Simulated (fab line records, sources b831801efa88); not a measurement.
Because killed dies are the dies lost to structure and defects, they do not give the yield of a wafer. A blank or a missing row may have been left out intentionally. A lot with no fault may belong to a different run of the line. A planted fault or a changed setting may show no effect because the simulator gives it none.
Which tool did it? :: flow gf180mcu :: 12 lots, 36 wafers sampled, at 5 steps of a route of 602

== WHAT THE GAUGES SHOWED, per wafer ==
GF_V3_CD_MEAS_14: the cd target is 260 nm.
lot: L486
measured: day 22 19:46
on: cdSem-02
cdNm (nm): 260.3 261.4 260.8

lot: L488
measured: day 23 15:27
on: cdSem-01
cdNm (nm): 258.9 260.4 259.1

lot: L491
measured: day 24 17:33
on: cdSem-02
cdNm (nm): 262.4 261.6 261.6

lot: L492
measured: day 24 20:33
on: cdSem-01
cdNm (nm): 262.5 263.7 263.1

lot: L494
measured: day 25 16:37
on: cdSem-02
cdNm (nm): 261.6 262.5 262.6

lot: L495
measured: day 25 16:43
on: cdSem-02
cdNm (nm): 260.0 259.7 260.6

lot: L496
measured: day 25 22:30
on: cdSem-01
cdNm (nm): 260.3 259.6 260.0

lot: L498
measured: day 26 20:41
on: cdSem-01
cdNm (nm): 260.1 259.7 261.5

lot: L500
measured: day 27 11:58
on: cdSem-01
cdNm (nm): 260.6 260.4 259.9

lot: L503
measured: day 28 05:21
on: cdSem-01
cdNm (nm): 261.9 261.2 260.9

lot: L508
measured: day 29 10:40
on: cdSem-01
cdNm (nm): 259.2 258.7 258.7

lot: L509
measured: day 30 00:18
on: cdSem-02
cdNm (nm): 259.5 259.7 260.6

GF_V3_OVL_MEAS_15.
lot: L486
measured: day 22 19:52
on: overlay-02
V3_OVL (nm): 3 8 11

lot: L488
measured: day 23 15:34
on: overlay-02
V3_OVL (nm): -4 -3 -3

lot: L491
measured: day 24 17:40
on: overlay-02
V3_OVL (nm): 6 -2 6

lot: L492
measured: day 24 20:40
on: overlay-02
V3_OVL (nm): 9 3 6

lot: L494
measured: day 25 16:44
on: overlay-01
V3_OVL (nm): 8 8 11

lot: L495
measured: day 25 16:50
on: overlay-02
V3_OVL (nm): 11 -1 8

lot: L496
measured: day 25 22:37
on: overlay-02
V3_OVL (nm): 7 2 3

lot: L498
measured: day 26 20:47
on: overlay-01
V3_OVL (nm): -1 11 4

lot: L500
measured: day 27 12:02
on: overlay-02
V3_OVL (nm): 7 7 -2

lot: L503
measured: day 28 05:28
on: overlay-01
V3_OVL (nm): 2 -1 -1

lot: L508
measured: day 29 10:44
on: overlay-01
V3_OVL (nm): -5 -3 -4

lot: L509
measured: day 30 00:25
on: overlay-02
V3_OVL (nm): 9 1 0

GF_M4_CD_MEAS_14: the cd target is 280 nm.
lot: L486
measured: day 23 20:25
on: cdSem-02
cdNm (nm): 280.5 280.8 279.9

lot: L488
measured: day 24 14:51
on: cdSem-01
cdNm (nm): 281.9 281.4 280.9

lot: L491
measured: day 25 16:22
on: cdSem-02
cdNm (nm): 278.9 279.2 279.3

lot: L492
measured: day 25 19:57
on: cdSem-02
cdNm (nm): 278.1 279.3 279.4

lot: L494
measured: day 26 15:07
on: cdSem-01
cdNm (nm): 279.0 278.7 278.6

lot: L495
measured: day 26 15:57
on: cdSem-01
cdNm (nm): 281.8 280.7 281.1

lot: L496
measured: day 26 21:30
on: cdSem-02
cdNm (nm): 279.5 280.0 279.6

lot: L498
measured: day 27 18:55
on: cdSem-01
cdNm (nm): 280.6 280.0 281.5

lot: L500
measured: day 28 08:55
on: cdSem-01
cdNm (nm): 280.5 280.5 278.6

lot: L503
measured: day 29 02:39
on: cdSem-02
cdNm (nm): 279.9 280.2 279.8

lot: L508
measured: day 30 07:25
on: cdSem-01
cdNm (nm): 259.4 258.9 258.4

lot: L509
measured: day 30 20:09
on: cdSem-02
cdNm (nm): 262.7 261.9 262.2

== WHAT TOOL EACH LOT RAN ON (gives the tool, then ch and the chambers of the sampled wafers, and finally the start) ==
lot: L486
GF_M4_SPUTTER_00: pvdSputter-04, day 22 21:16
GF_M4_EXPOSE_11: krfScanner-02 ch 0, day 23 09:40

lot: L488
GF_M4_SPUTTER_00: pvdSputter-01, day 23 16:58
GF_M4_EXPOSE_11: krfScanner-02 ch 0, day 24 04:08

lot: L491
GF_M4_SPUTTER_00: pvdSputter-01, day 24 19:06
GF_M4_EXPOSE_11: krfScanner-01 ch 0, day 25 05:55

lot: L492
GF_M4_SPUTTER_00: pvdSputter-01, day 24 22:07
GF_M4_EXPOSE_11: krfScanner-02 ch 0, day 25 09:31

lot: L494
GF_M4_SPUTTER_00: pvdSputter-04, day 25 18:10
GF_M4_EXPOSE_11: krfScanner-02 ch 0, day 26 04:46

lot: L495
GF_M4_SPUTTER_00: pvdSputter-02, day 25 18:20
GF_M4_EXPOSE_11: krfScanner-01 ch 0, day 26 05:28

lot: L496
GF_M4_SPUTTER_00: pvdSputter-04, day 26 00:16
GF_M4_EXPOSE_11: krfScanner-01 ch 0, day 26 11:39

lot: L498
GF_M4_SPUTTER_00: pvdSputter-01, day 26 22:11
GF_M4_EXPOSE_11: krfScanner-01 ch 0, day 27 09:32

lot: L500
GF_M4_SPUTTER_00: pvdSputter-01, day 27 13:25
GF_M4_EXPOSE_11: krfScanner-02 ch 0, day 27 23:11

lot: L503
GF_M4_SPUTTER_00: pvdSputter-01, day 28 06:52
GF_M4_EXPOSE_11: krfScanner-02 ch 0, day 28 17:03

lot: L508
GF_M4_SPUTTER_00: pvdSputter-04, day 29 12:22
GF_M4_EXPOSE_11: krfScanner-02 ch 0, day 29 22:08

lot: L509
GF_M4_SPUTTER_00: pvdSputter-02, day 30 01:49
GF_M4_EXPOSE_11: krfScanner-02 ch 0, day 30 11:36
- GF_M4_SPUTTER_00: material Ti, target thk 37.5 nm, time 150 s.
- GF_M4_EXPOSE_11: exposes mask Metal4, target cd 280 nm.

== AS READ BY THE TOOLS THEMSELVES (means over the sampled wafers that have a number; for cases with no such wafer, the mark the record gives instead) ==
GF_M4_SPUTTER_00.
lot: L486
tool: pvdSputter-04
throttleValvePct (%): 30.6

lot: L488
tool: pvdSputter-01
throttleValvePct (%): 29.3

lot: L491
tool: pvdSputter-01
throttleValvePct (%): 30.4

lot: L492
tool: pvdSputter-01
throttleValvePct (%): 29.3

lot: L494
tool: pvdSputter-04
throttleValvePct (%): 30.2

lot: L495
tool: pvdSputter-02
throttleValvePct (%): 30.8

lot: L496
tool: pvdSputter-04
throttleValvePct (%): 31.0

lot: L498
tool: pvdSputter-01
throttleValvePct (%): 30.4

lot: L500
tool: pvdSputter-01
throttleValvePct (%): 28.5

lot: L503
tool: pvdSputter-01
throttleValvePct (%): 31.0

lot: L508
tool: pvdSputter-04
throttleValvePct (%): 30.7

lot: L509
tool: pvdSputter-02
throttleValvePct (%): 30.2

GF_M4_EXPOSE_11.
lot: L486
tool: krfScanner-02
exposureDoseMJCm2: 28.00

lot: L488
tool: krfScanner-02
exposureDoseMJCm2: 27.95

lot: L491
tool: krfScanner-01
exposureDoseMJCm2: 28.01

lot: L492
tool: krfScanner-02
exposureDoseMJCm2: 27.97

lot: L494
tool: krfScanner-02
exposureDoseMJCm2: 27.95

lot: L495
tool: krfScanner-01
exposureDoseMJCm2: 27.96

lot: L496
tool: krfScanner-01
exposureDoseMJCm2: 27.94

lot: L498
tool: krfScanner-01
exposureDoseMJCm2: 27.95

lot: L500
tool: krfScanner-02
exposureDoseMJCm2: 27.99

lot: L503
tool: krfScanner-02
exposureDoseMJCm2: 27.95

lot: L508
tool: krfScanner-02
exposureDoseMJCm2: 32.00

lot: L509
tool: krfScanner-02
exposureDoseMJCm2: 31.18

== THE ANSWER, worked out from the rows above alone ==
Rule: the lots themselves supply what counts as usual. The widest of any qualifying gaps counts: lots, ordered by their means at a reading, are off when they make up no more than a third of the lots, leave a main group of 4 or more, and stand apart from it by 3 or more times the standard deviation of that group's means. A main group whose means are all the same, to the digits that the tables above print for the reading, isn't used. A lot without any number at a reading at which 4 lots or more have one is off too. All remaining lots with rows at the step are treated as sound. Order of review: gauges by route order, followed by the tools' own readings, for which a lot's mean as printed above is used. At the first step where some lot is off, the reading lying furthest off is the one used; lots without a number count as furthest.
Off: L508, L509 (GF_M4_CD_MEAS_14, cdNm). The main group: mean 280.0 nm, standard deviation 0.87.
A tool fits if, at a process step before that reading, it ran every lot that is off, and no sound lot after the first of them. The gauges at GF_M4_CD_MEAS_14 aren't tried: what is off there is off at GF_M4_EXPOSE_11 too, on other tools, and a gauge's error can't cause that. One candidate fits, namely krfScanner-02 at GF_M4_EXPOSE_11. A fault onset in the window from L503 (day 28 17:03, its last sound lot) to L508 (day 29 22:08, its first lot off) fits.
On the lots that are off, the tool's own readings at GF_M4_EXPOSE_11 differ by more than 5 times the standard deviation of the sound lots' means, which bears it out; exposureDoseMJCm2 reads 31.59 there versus 27.97 on the sound lots.

== WHAT THE SIMULATOR HAD PUT IN ==
Drift in process parameters on krfScanner-02 at GF_M4_EXPOSE_11, starting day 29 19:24. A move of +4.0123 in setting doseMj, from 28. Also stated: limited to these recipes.
Lots struck among those shown: L508, L509. The rule given above showed the same thing.
